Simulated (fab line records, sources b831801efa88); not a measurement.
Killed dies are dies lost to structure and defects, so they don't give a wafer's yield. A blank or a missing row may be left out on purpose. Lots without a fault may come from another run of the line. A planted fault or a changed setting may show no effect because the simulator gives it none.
Which tool did it? | flow sky130 | 10 lots, 30 wafers sampled, at 2 steps of a route of 708

WHAT THE GAUGES READ, wafer by wafer
SKY_FIELD_ISO_THK_MEAS_04.
lot  | measured    | on            | FIELD_ISO_CVD_03_THK (nm)
L146 | day 1 14:14 | film_metro-03 | 162.3 164.5 164.3
L147 | day 1 18:29 | film_metro-04 | 163.0 164.0 164.0
L148 | day 2 00:00 | film_metro-02 | 166.4 166.2 166.8
L151 | day 2 17:10 | film_metro-03 | 166.8 167.2 167.2
L154 | day 3 06:59 | film_metro-03 | 162.7 162.8 163.4
L157 | day 3 22:09 | film_metro-03 | 151.0 152.8 153.0
L160 | day 4 15:16 | film_metro-04 | 164.1 165.4 163.8
L161 | day 4 18:06 | film_metro-03 | 164.5 162.9 163.5
L162 | day 4 22:58 | film_metro-03 | 161.7 162.8 162.8
L163 | day 5 03:56 | film_metro-04 | 165.6 167.0 167.1

WHICH TOOL RAN EACH LOT (tool, then ch and the chambers of the sampled wafers, then the start)
lot  | SKY_FIELD_ISO_CVD_03
L146 | lpcvd-02 ch 0, day 1 12:26
L147 | lpcvd-02 ch 0, day 1 16:41
L148 | lpcvd-02 ch 0, day 1 22:13
L151 | lpcvd-02 ch 1, day 2 15:22
L154 | lpcvd-02 ch 1, day 3 05:11
L157 | lpcvd-02 ch 0, day 3 19:27
L160 | lpcvd-02 ch 1, day 4 13:28
L161 | lpcvd-02 ch 1, day 4 16:19
L162 | lpcvd-02 ch 1, day 4 21:11
L163 | lpcvd-02 ch 1, day 5 02:09
- SKY_FIELD_ISO_CVD_03: deposits Si3N4 from DCS/NH3, target thk 165 nm, time 2830 s.

THE ANSWER, worked out from the rows above alone
Rule: what is usual is taken from the lots themselves. Put in order of their means at a reading, lots are off if they are a third of the lots or fewer, leave a main group of 4 or more, and stand apart from it by a gap of 3 or more times the standard deviation of the main group's means; of several such gaps the widest counts. A main group whose means are all the same, to the digits that the tables above print for the reading, isn't used. A lot without any number at a reading at which 4 lots or more have one is off too. The other lots that the step has rows for count as sound.
Off: L157, at SKY_FIELD_ISO_THK_MEAS_04 (FIELD_ISO_CVD_03_THK). The main group: mean 164.5 nm, standard deviation 1.6.
A tool fits if, at a process step before that reading, it ran every lot that is off, and no sound lot after the first of them. The gauges at SKY_FIELD_ISO_THK_MEAS_04 are tried like those tools. None of those tried fits.

WHAT THE SIMULATOR HAD PUT IN
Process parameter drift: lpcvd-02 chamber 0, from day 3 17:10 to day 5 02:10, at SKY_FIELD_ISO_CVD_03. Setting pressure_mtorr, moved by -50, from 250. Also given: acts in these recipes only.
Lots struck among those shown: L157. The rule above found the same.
